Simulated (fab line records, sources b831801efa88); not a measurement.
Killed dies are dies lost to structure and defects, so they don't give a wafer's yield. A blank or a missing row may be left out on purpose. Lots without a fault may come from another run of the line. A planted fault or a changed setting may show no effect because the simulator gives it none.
fab line records | flow sky130
record lots=13 wafers=39 last_day=49
route steps=708 shown NWELL@33 LDD_N@254 LDD_LDN@301 POLY_CUT@319 PAD_OPEN@708
lots that met no fault: from a run of the same line without faults
start_h: hours from the record's first day to the start of the lot's first wafer shown | wait_h: hours since the lot's step before | " the same as in the row above | L1.1+2: a row that stands for several wafers | - no value, or no start given | * or withheld: withheld | < > ~ a bound
route shown NAME@n: a module of which the file shows steps, and the number in the route of the first | usual: mean/standard deviation of fault-free wafers | same: alike in all rows | chamber/n: place in a boat | sites: the reading at each site | _std_site: their standard deviation | _edge_site: outer sites' mean less inner sites' | radius_mm: how far each site lies from the wafer's centre | mask NAME#n: copy n | behind: the tool/chamber that last shaped the wafer | hold: why the lot was held/for how many hours/how that ended | device: the transistor (n, p or np) that didn't switch | end of line: the same wafers' tests at the end of the route | a step without rows: its recipe alone | killed: dies lost to structure and defects at the first sort, not the wafer's yield | map: a wafer's dies, x killed, . not, _ none there
set.NAME: the setting as run; set.NAME@STEP: as run at that earlier step | model.NAME: the simulator's own value behind a step, which no gauge read
steps of the route over a sample of lots; a table a step, a row a wafer
services: from which hour (start_h, from the record's first day; less than 0 if before it) a tool's chamber was out of use, for how many hours, and why
## steps
# step SKY_NWELL_OXIDATION_01
# recipe temp_c=900 ambient=O2 stabilise_s=600 purge_s=300 target_thk_a=100 ox_time_s=1418
# usual spike_tc_top_C=908.6/1.3
# columns lot.wafer tool chamber start_h wait_h spike_tc_top_C
L336.2 furnace-01 0 47.54 7.3 908.4
L336.3 " 0 " " 909.3
L336.4 " 0 " " 906.6
L337.1 furnace-01 0 54.85 3.2 910.1
L337.2 " 0 " " 908.6
L337.3 " 0 " " 907.7
L341.4 furnace-02 0 64.92 0.0 909.9
L341.5 " 0 " " 908.5
L341.6 " 0 " " 908.1
L342.3 furnace-01 0 68.47 2.1 908.0
L342.4 " 0 " " 906.4
L342.5 " 0 " " 909.7
L343.1 furnace-02 0 76.83 0.6 911.4
L343.3 " 0 " " 910.8
L343.6 " 0 " " 908.8
L344.1 furnace-01 0 81.09 0.9 908.7
L344.3 " 0 " " 907.9
L344.4 " 0 " " 907.9
L345.3 furnace-02 0 82.00 0.0 911.4
L345.4 " 0 " " 910.2
L345.5 " 0 " " 908.4
L346.1 furnace-02 0 87.68 0.6 910.8
L346.5 " 0 " " 908.9
L346.6 " 0 " " 910.5
L347.1 furnace-01 0 93.04 0.2 906.7
L347.3 " 0 " " 909.3
L347.4 " 0 " " 906.1
L349.3 furnace-01 0 103.35 0.0 908.3
L349.4 " 0 " " 907.7
L349.5 " 0 " " 906.8
L350.2 furnace-01 0 107.60 1.6 908.5
L350.4 " 0 " " 907.8
L350.5 " 0 " " 907.4
L355.1 furnace-01 0 134.97 0.8 907.0
L355.2 " 0 " " 907.6
L355.5 " 0 " " 908.0
L356.2 furnace-01 0 148.92 7.3 910.3
L356.3 " 0 " " 907.9
L356.6 " 0 " " 908.3
# step SKY_LDD_N_TW_MEAS_17
# usual LDD_N_TW=2545/21
# columns lot.wafer tool chamber start_h wait_h LDD_N_TW
L336.2 film_metro-02 - 437.40 0.1 2546
L336.3 " - " " 2546
L336.4 " - " " 2541
L337.1 film_metro-04 - 437.69 0.1 2535
L337.2 " - " " 2522
L337.3 " - " " 2543
L341.4 film_metro-04 - 452.10 0.1 2534
L341.5 " - " " 2526
L341.6 " - " " 2539
L342.3 film_metro-04 - 462.16 0.1 2516
L342.4 " - " " 2521
L342.5 " - " " 2509
L343.1 film_metro-04 - 478.89 0.1 2510
L343.3 " - " " 2498
L343.6 " - " " 2521
L344.1 film_metro-02 - 484.54 0.1 2544
L344.3 " - " " 2552
L344.4 " - " " 2542
L345.3 film_metro-02 - 487.36 0.1 2537
L345.4 " - " " 2545
L345.5 " - " " 2557
L346.1 film_metro-04 - 493.09 0.1 2521
L346.5 " - " " 2541
L346.6 " - " " 2530
L347.1 film_metro-02 - 501.49 0.1 2554
L347.3 " - " " 2540
L347.4 " - " " 2540
L349.3 film_metro-04 - 536.41 0.1 2522
L349.4 " - " " 2531
L349.5 " - " " 2532
L350.2 film_metro-01 - 536.75 0.1 2598
L350.4 " - " " 2585
L350.5 " - " " 2608
L355.1 film_metro-02 - 569.24 0.1 2571
L355.2 " - " " 2558
L355.5 " - " " 2560
L356.2 film_metro-02 - 585.00 0.1 2544
L356.3 " - " " 2566
L356.6 " - " " 2561
# step SKY_LDD_LDN_STRIP_12
# recipe chemistry=O2/N2 power_w=1400 pressure_mtorr=1500 platen_temp_c=withheld o2_flow_sccm=3000 n2_flow_sccm=300 overash_fraction=0.5
# usual drypump_motor_current_A=5.54/0.18 oes_product_au=0.716/0.0046 strip_time_to_endpoint_s=14.18/0.035
# columns lot.wafer tool chamber start_h wait_h drypump_motor_current_A oes_product_au rf_hours_counter_h strip_time_to_endpoint_s
L336.2 plasma_asher-02 1 560.14 0.1 5.38 0.714 13 14.11
L336.3 " 0 " " 5.47 0.720 - 14.18
L336.4 " 1 " " 5.37 0.710 - 14.16
L337.1 plasma_asher-03 0 561.69 0.1 5.49 0.716 88 14.24
L337.2 " 1 " " 5.44 0.716 88 14.22
L337.3 " 0 " " 5.48 0.710 - 14.24
L341.4 plasma_asher-02 0 573.90 0.1 5.46 0.725 - 14.16
L341.5 " 0 " " 5.47 0.712 - 14.22
L341.6 " 1 " " 5.39 0.718 - 14.17
L342.3 plasma_asher-04 1 583.42 0.1 5.91 0.718 - 14.16
L342.4 " 0 " " 5.59 0.707 - 14.18
L342.5 " 0 " " 5.58 0.714 - 14.19
L343.1 plasma_asher-02 1 600.74 0.1 5.37 0.713 17 14.17
L343.3 " 1 " " 5.41 0.710 - 14.16
L343.6 " 0 " " 5.46 0.718 - 14.21
L344.1 plasma_asher-03 0 605.17 0.1 5.53 0.721 93 14.22
L344.3 " 0 " " 5.50 0.725 - 14.17
L344.4 " 1 " " 5.45 0.715 - 14.21
L345.3 plasma_asher-03 1 608.22 0.1 5.43 0.709 - 14.16
L345.4 " 0 " " 5.44 0.718 - 14.12
L345.5 " 1 " " 5.42 0.714 - 14.15
L346.1 plasma_asher-02 0 612.07 0.1 5.46 0.710 19 14.16
L346.5 " 0 " " 5.47 0.717 - 14.15
L346.6 " 1 " " 5.39 0.715 - 14.21
L347.1 plasma_asher-03 0 620.29 0.1 5.44 0.710 95 14.16
L347.3 " 0 " " 5.44 0.710 - 14.21
L347.4 " 1 " " 5.43 0.708 - 14.14
L349.3 plasma_asher-03 0 653.40 0.1 5.46 0.720 - 14.20
L349.4 " 1 " " 5.43 0.712 - 14.23
L349.5 " 0 " " 5.49 0.711 - 14.25
L350.2 plasma_asher-04 1 654.39 0.1 5.90 0.720 85 14.18
L350.4 " 1 " " 5.91 0.715 - 14.16
L350.5 " 1 " " 5.89 0.710 - 14.17
L355.1 plasma_asher-02 0 685.02 0.1 5.47 0.720 25 14.22
L355.2 " 1 " " 5.39 0.714 25 14.17
L355.5 " 1 " " 5.37 0.719 - 14.17
L356.2 plasma_asher-04 0 699.91 0.1 5.59 0.714 90 14.25
L356.3 " 1 " " 5.91 0.718 - 14.13
L356.6 " 0 " " 5.59 0.723 - 14.17
# step SKY_POLY_CUT_STRIP_12
# recipe chemistry=O2/N2 power_w=1400 pressure_mtorr=1500 platen_temp_c=withheld o2_flow_sccm=3000 n2_flow_sccm=300 overash_fraction=0.5
# usual drypump_motor_current_A=5.8/0.32 oes_product_au=0.452/0.0051 strip_time_to_endpoint_s=5.347/0.017
# columns lot.wafer tool chamber start_h wait_h drypump_motor_current_A oes_product_au rf_hours_counter_h strip_time_to_endpoint_s
L336.2 plasma_asher-02 1 591.29 0.0 5.4 0.443 16 5.355
L336.3 " 1 " " 5.4 0.467 - 5.358
L336.4 " 0 " " 5.5 0.448 - 5.348
L337.1 plasma_asher-02 0 593.84 0.0 5.5 0.449 16 5.372
L337.2 " 1 " " 5.4 0.450 16 5.360
L337.3 " 1 " " 5.4 0.449 - 5.392
L341.4 plasma_asher-04 0 605.11 0.1 5.6 0.457 - 5.374
L341.5 " 1 " " 5.9 0.449 - 5.368
L341.6 " 0 " " 5.6 0.455 - 5.346
L342.3 plasma_asher-01 1 614.01 0.1 6.3 0.442 - 5.314
L342.4 " 0 " " 5.8 0.446 - 5.322
L342.5 " 0 " " 5.8 0.444 - 5.339
L343.1 plasma_asher-02 1 631.38 0.0 5.4 0.450 20 5.358
L343.3 " 1 " " 5.4 0.457 - 5.364
L343.6 " 1 " " 5.4 0.452 - 5.352
L344.1 plasma_asher-02 1 634.74 0.0 5.4 0.458 21 5.335
L344.3 " 1 " " 5.4 0.445 - 5.350
L344.4 " 0 " " 5.5 0.454 - 5.335
L345.3 plasma_asher-01 0 638.63 0.1 5.9 0.445 - 5.342
L345.4 " 1 " " 6.3 0.449 - 5.315
L345.5 " 1 " " 6.3 0.458 - 5.337
L346.1 plasma_asher-01 1 642.38 0.0 6.3 0.445 49 5.358
L346.5 " 1 " " 6.3 0.457 - 5.340
L346.6 " 0 " " 5.8 0.453 - 5.349
L347.1 plasma_asher-01 1 651.95 0.0 6.4 0.451 50 5.353
L347.3 " 0 " " 5.8 0.443 - 5.335
L347.4 " 1 " " 6.4 0.454 - 5.352
L349.3 plasma_asher-01 1 682.91 0.1 6.3 0.449 - 5.329
L349.4 " 0 " " 5.8 0.458 - 5.348
L349.5 " 1 " " 6.3 0.443 - 5.355
L350.2 plasma_asher-04 0 684.19 0.0 5.6 0.453 88 5.359
L350.4 " 1 " " 5.9 0.458 - 5.357
L350.5 " 0 " " 5.6 0.448 - 5.354
L355.1 plasma_asher-04 1 715.66 0.0 5.9 0.450 92 5.361
L355.2 " 0 " " 5.6 0.448 92 5.372
L355.5 " 1 " " 5.9 0.451 - 5.345
L356.2 plasma_asher-04 0 729.19 0.0 5.6 0.458 93 5.321
L356.3 " 0 " " 5.6 0.454 - 5.326
L356.6 " 0 " " 5.6 0.454 - 5.348
# step SKY_PAD_OPEN_PROBE_99
# usual killed_at_M0_to_M3=44/7.1 killed_at_M4_up=3.0/1.9 killed_at_contacts=25/5.6 killed_at_front_end=14/4.1 killed_at_other=0.2/0.44 killed_dies=86/9.1 killed_on_rim=17/3.7 killed_open=47/7.4 killed_short=39/5.7
# same gross_dies=492 killed_at_back_side=0
# columns lot.wafer tool chamber start_h wait_h killed_at_M0_to_M3 killed_at_M4_up killed_at_contacts killed_at_front_end killed_at_other killed_dies killed_on_rim killed_open killed_short
L346.1 prober-02 - 1128.98 0.1 38 3 30 21 0 92 19 48 44
L346.5 prober-02 - 1129.18 0.2 43 8 32 13 0 96 17 51 45
L346.6 prober-02 - 1129.23 0.2 41 2 29 21 1 94 16 50 44
L347.1 prober-01 - 1140.12 0.1 50 5 19 12 0 86 15 45 41
L347.3 prober-01 - 1140.22 0.2 52 0 31 16 1 100 23 50 50
L347.4 prober-01 - 1140.27 0.2 36 7 29 18 0 90 15 48 42
L350.2 prober-01 - 1160.72 0.1 38 3 23 10 0 74 11 40 34
L350.4 prober-01 - 1160.82 0.2 41 4 20 19 0 84 16 45 39
L350.5 prober-01 - 1160.87 0.2 40 6 35 9 0 90 18 46 44
L355.1 prober-02 - 1174.60 0.1 28 1 22 326 0 377 67 36 21
L355.2 prober-02 - 1174.65 0.1 28 1 18 308 0 355 67 33 25
L355.5 prober-02 - 1174.80 0.2 25 2 7 339 0 373 73 20 23
L356.2 prober-01 - 1184.10 0.1 26 4 15 313 1 359 73 32 25
L356.3 prober-01 - 1184.15 0.2 36 2 20 312 1 371 68 40 28
L356.6 prober-01 - 1184.30 0.2 16 4 23 295 0 338 63 23 26
# killed by level:class
L346.1 CONTACT:geometric_particle:open=11 LI_CONTACT:geometric_particle:open=10 METAL2:geometric_particle:short=8 VIA2:geometric_particle:open=8 POLY_GATE:geometric_particle:short=7 FIELD_ISO:geometric_particle:short=6 METAL1:geometric_particle:short=5 VIA1:geometric_particle:short=5
L346.5 CONTACT:geometric_particle:open=9 VIA3:geometric_particle:open=8 LI_CONTACT:geometric_particle:short=7 CONTACT:geometric_particle:short=7 FIELD_ISO:geometric_particle:short=6 METAL1:geometric_particle:short=6 VIA1:geometric_particle:open=6 LI_CONTACT:geometric_particle:open=5
L346.6 VIA1:geometric_particle:open=14 LI_CONTACT:geometric_particle:open=9 FIELD_ISO:geometric_particle:open=7 METAL1:geometric_particle:short=7 CONTACT:geometric_particle:open=6 LOCAL_INTERCONNECT:geometric_particle:short=5 POLY_GATE:geometric_particle:short=4 LI_CONTACT:geometric_particle:short=4
L347.1 VIA2:geometric_particle:open=11 VIA1:geometric_particle:open=8 LI_CONTACT:geometric_particle:open=7 CONTACT:geometric_particle:open=7 VIA1:geometric_particle:short=6 METAL2:geometric_particle:short=5 METAL3:geometric_particle:short=4 SPACER:geometric_particle:short=4
L347.3 VIA1:geometric_particle:open=13 METAL2:geometric_particle:short=11 CONTACT:geometric_particle:open=8 LI_CONTACT:geometric_particle:open=7 VIA3:geometric_particle:open=7 LOCAL_INTERCONNECT:geometric_particle:short=6 CONTACT:geometric_particle:short=5 FIELD_ISO:geometric_particle:short=4
L347.4 LI_CONTACT:geometric_particle:open=9 CONTACT:geometric_particle:open=8 FIELD_ISO:geometric_particle:open=7 VIA1:geometric_particle:open=7 POLY_GATE:geometric_particle:short=5 METAL2:geometric_particle:short=5 CONTACT:geometric_particle:short=5 VIA2:geometric_particle:short=5
L350.2 CONTACT:geometric_particle:open=14 METAL1:geometric_particle:short=7 VIA1:geometric_particle:open=6 VIA3:geometric_particle:open=6 FIELD_ISO:geometric_particle:open=4 VIA2:geometric_particle:short=4 VIA2:geometric_particle:open=4 FIELD_ISO:geometric_particle:short=3
L350.4 VIA1:geometric_particle:open=11 FIELD_ISO:geometric_particle:open=7 LI_CONTACT:geometric_particle:open=7 FIELD_ISO:geometric_particle:short=6 METAL1:geometric_particle:short=5 CONTACT:geometric_particle:short=5 VIA2:geometric_particle:open=5 CONTACT:geometric_particle:open=4
L350.5 VIA1:geometric_particle:open=12 LI_CONTACT:geometric_particle:open=11 CONTACT:geometric_particle:open=11 VIA1:geometric_particle:short=8 LOCAL_INTERCONNECT:geometric_particle:short=7 VIA3:geometric_particle:open=6 CONTACT:geometric_particle:short=5 FIELD_ISO:geometric_particle:short=4
L355.1 NWELL:unspecified=320 VIA1:geometric_particle:open=10 CONTACT:geometric_particle:open=7 LI_CONTACT:geometric_particle:open=6 POLY_GATE:geometric_particle:open=3 LOCAL_INTERCONNECT:geometric_particle:short=3 CONTACT:geometric_particle:short=3 VIA3:geometric_particle:short=3
L355.2 NWELL:unspecified=297 VIA3:geometric_particle:open=6 CONTACT:geometric_particle:open=6 LI_CONTACT:geometric_particle:open=5 VIA2:geometric_particle:open=5 POLY_GATE:geometric_particle:open=4 VIA3:geometric_particle:short=4 LOCAL_INTERCONNECT:geometric_particle:short=3
L355.5 NWELL:unspecified=330 VIA1:geometric_particle:open=7 POLY_GATE:geometric_particle:short=4 METAL2:geometric_particle:short=4 LOCAL_INTERCONNECT:geometric_particle:short=3 VIA3:geometric_particle:open=3 VIA3:geometric_particle:short=3 POLY_CUT:geometric_particle:open=2
L356.2 NWELL:unspecified=302 VIA3:geometric_particle:open=6 VIA2:geometric_particle:open=6 CONTACT:geometric_particle:open=5 VIA1:geometric_particle:short=5 FIELD_ISO:geometric_particle:short=4 FIELD_ISO:geometric_particle:open=3 LI_CONTACT:geometric_particle:open=3
L356.3 NWELL:unspecified=303 CONTACT:geometric_particle:open=9 VIA1:geometric_particle:open=6 LI_CONTACT:geometric_particle:open=6 METAL2:geometric_particle:short=6 VIA2:geometric_particle:open=6 VIA3:geometric_particle:open=5 FIELD_ISO:geometric_particle:short=3
L356.6 NWELL:unspecified=289 CONTACT:geometric_particle:open=9 CONTACT:geometric_particle:short=7 VIA1:geometric_particle:open=5 LOCAL_INTERCONNECT:geometric_particle:short=4 POLY_GATE:geometric_particle:short=3 METAL4:geometric_particle:short=3 FIELD_ISO:geometric_particle:open=2
## services
# columns tool chamber start_h hours kind
furnace-02 - 25.55 23.6 repair
plasma_asher-04 - 29.79 0.3 repair
plasma_asher-02 - 48.78 2.1 repair
plasma_asher-01 - 108.75 9.0 pm
furnace-01 - 151.84 4.2 pm
furnace-02 - 197.49 4.2 pm
furnace-01 - 255.93 4.0 pm
plasma_asher-03 - 306.76 8.0 repair
plasma_asher-02 - 343.67 8.5 repair
plasma_asher-04 - 384.51 4.2 repair
plasma_asher-02 - 421.25 9.0 pm
furnace-01 - 483.28 2.2 pm
plasma_asher-01 - 497.05 1.3 repair
furnace-01 - 527.12 13.0 pm
plasma_asher-01 - 535.96 2.8 pm
furnace-01 - 543.83 5.1 pm
plasma_asher-01 - 585.82 1.7 repair
plasma_asher-01 - 596.00 14.6 pm
furnace-01 - 651.78 2.9 pm
plasma_asher-02 - 686.95 14.6 pm
plasma_asher-04 - 708.24 2.8 pm
plasma_asher-02 - 710.38 5.9 repair
plasma_asher-01 - 714.56 1.7 repair
furnace-01 - 715.83 7.1 pm
## key
first_sign step=SKY_PAD_OPEN_PROBE_99 reading=killed_at_front_end direction=up sigmas=73 usual=14 struck=316
effect step=SKY_PAD_OPEN_PROBE_99 reading=killed_dies direction=up sigmas=30 usual=86 struck=362
met_at SKY_NWELL_OXIDATION_01
struck_lots L355,L356
tester_left_out L355,L356
not_acting_at SKY_LDD_N_TW_MEAS_17,SKY_LDD_LDN_STRIP_12,SKY_POLY_CUT_STRIP_12
onset_between 107.60 134.97
also_fits time
fault kind=chamber_particle_source tool=furnace-01 chamber=- onset_h=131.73 steps=SKY_NWELL_OXIDATION_01 rate_per_visit_cm2=2.1184 end_h=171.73
# tester_left_out: of these lots the tester's yield and bins aren't shown, on N5 and GAA mostly nor the transistor test; their killed dies are dies lost to structure and defects alone, not to doping, threshold or leakage, so they don't give the yield
